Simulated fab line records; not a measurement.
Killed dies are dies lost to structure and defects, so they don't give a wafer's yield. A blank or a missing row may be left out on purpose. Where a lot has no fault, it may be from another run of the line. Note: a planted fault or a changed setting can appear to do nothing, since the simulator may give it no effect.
Matching of chambers :: flow gf180mcu :: 4 sister chambers for GF_V4_CMP_04 on cmp-02
The step polishes SiO2. 4 wafers are shown with their chamber, then 8 later ones without.

== WAFERS, EACH WITH ITS CHAMBER ==
wafer: L432.2
chamber: 1
motor-current-A (A): 13.0

wafer: L438.5
chamber: 2
motor-current-A (A): 13.3

wafer: L438.6
chamber: 3
motor-current-A (A): 12.8

wafer: L441.1
chamber: 0
motor-current-A (A): 13.8

== WAFERS WITH NO CHAMBER GIVEN ==
wafer: L441.4
motor-current-A (A): 12.4

wafer: L441.5
motor-current-A (A): 13.5

wafer: L443.3
motor-current-A (A): 13.2

wafer: L443.4
motor-current-A (A): 13.2

wafer: L443.5
motor-current-A (A): 14.3

wafer: L444.1
motor-current-A (A): 12.7

wafer: L444.2
motor-current-A (A): 14.2

wafer: L444.5
motor-current-A (A): 12.5

== WHICH CHAMBER EACH ONE RAN IN ==
wafer: L441.4
from the rows above: can't be placed: 3 or 1 or 2
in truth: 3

wafer: L441.5
from the rows above: can't be placed: 2 or 0 or 1 or 3
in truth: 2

wafer: L443.3
from the rows above: can't be placed: 2 or 1 or 3 or 0
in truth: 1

wafer: L443.4
from the rows above: can't be placed: 2 or 1 or 3 or 0
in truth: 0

wafer: L443.5
from the rows above: can't be placed: 0 or 2
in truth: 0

wafer: L444.1
from the rows above: can't be placed: 3 or 1 or 2
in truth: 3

wafer: L444.2
from the rows above: can't be placed: 0 or 2
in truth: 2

wafer: L444.5
from the rows above: can't be placed: 3 or 1 or 2
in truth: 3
Placed correctly: 0 of 8. Cannot be placed on the basis of these rows: 8; the candidates contain the true chamber in 8. Wrongly placed: 0.
How it was worked out, from the rows above alone: a wafer's distance from a chamber is the root of the sum, over the readings, of the square of ((its reading less the chamber's mean) divided by the reading's scatter). The wafer belongs to the nearest chamber; if the next one is less than 2 further off, it can't be placed. A chamber's mean is the mean of its shown wafers. The scatter: root of mean squared gap, hidden wafer to nearest shown wafer, with one shown wafer a chamber.
